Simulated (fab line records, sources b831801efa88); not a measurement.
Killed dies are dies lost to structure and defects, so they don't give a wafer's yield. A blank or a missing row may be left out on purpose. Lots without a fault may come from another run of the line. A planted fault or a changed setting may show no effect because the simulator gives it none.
One fault seen from 2 desks | flow sky130 | each desk has only its own numbers; what lay behind them comes last

THE TOOL OWNER'S DESK: implanter-02
The tool's own readings at SKY_RES_XHIGH_IMPLANT_07: means of the sampled wafers that have a number, for each lot that ran on this tool. A lot is out of limits, marked OUT, if its mean lies more than 4 standard deviations from the usual mean; the brackets give that distance.
Columns: A = beam_energy_keV at SKY_RES_XHIGH_IMPLANT_07, usual 19.999
lot  | first seen here | A
L502 | day 27 01:13    | 20.012
L509 | day 29 20:29    | 20.566 (+96) OUT
L508 | day 30 00:59    | 20.567 (+96) OUT
This desk's finding: out of limits on L508, L509; first on L509, day 29 20:29 (beam_energy_keV at SKY_RES_XHIGH_IMPLANT_07). In limits: L502.

THE METROLOGY DESK
What the gauges read, lot by lot, whatever tool the lot ran on: means of the sampled wafers that have a number. A lot is out of limits, marked OUT, if its mean lies more than 4 standard deviations from the usual mean; the brackets give that distance.
Columns: A = cd_nm at SKY_SD_P_CD_MEAS_07, usual 379.5 nm; B = SD_P_OVL at SKY_SD_P_OVL_MEAS_08, usual 1.0 nm; C = SD_P_TW at SKY_SD_P_TW_MEAS_11, usual 2876
lot  | first seen here | A     | B    | C
L501 | day 24 16:49    | 381.6 | 2.2  | 2873
L502 | day 25 20:11    | 377.4 | 0.6  | 2867
L509 | day 28 16:05    | 375.8 | 3.3  | 2863
L508 | day 28 21:07    | 379.4 | 4.3  | 2865
L515 | day 31 02:10    | 378.0 | 1.1  | 2839
L521 | day 32 09:51    | 380.2 | -1.7 | 2880
This desk's finding: nothing out of limits on any of the 6 lots.

PUT TOGETHER
The tool owner's desk could have raised an alarm at day 29 20:29, on L508, L509.
The metrology desk saw nothing out of limits.
The metrology desk has L508, L509 on record, within its limits.
Of the lots named, all ran SKY_RES_XHIGH_IMPLANT_07 on implanter-02.

WHAT THE SIMULATOR HAD PUT IN
Process parameter drift: implanter-02, from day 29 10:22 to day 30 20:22, at SKY_RES_XHIGH_IMPLANT_07. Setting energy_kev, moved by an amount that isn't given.
Lots struck among those shown: L508, L509.
Hours from the fault's start to each desk's first reading out of limits: the tool owner's desk, 10.
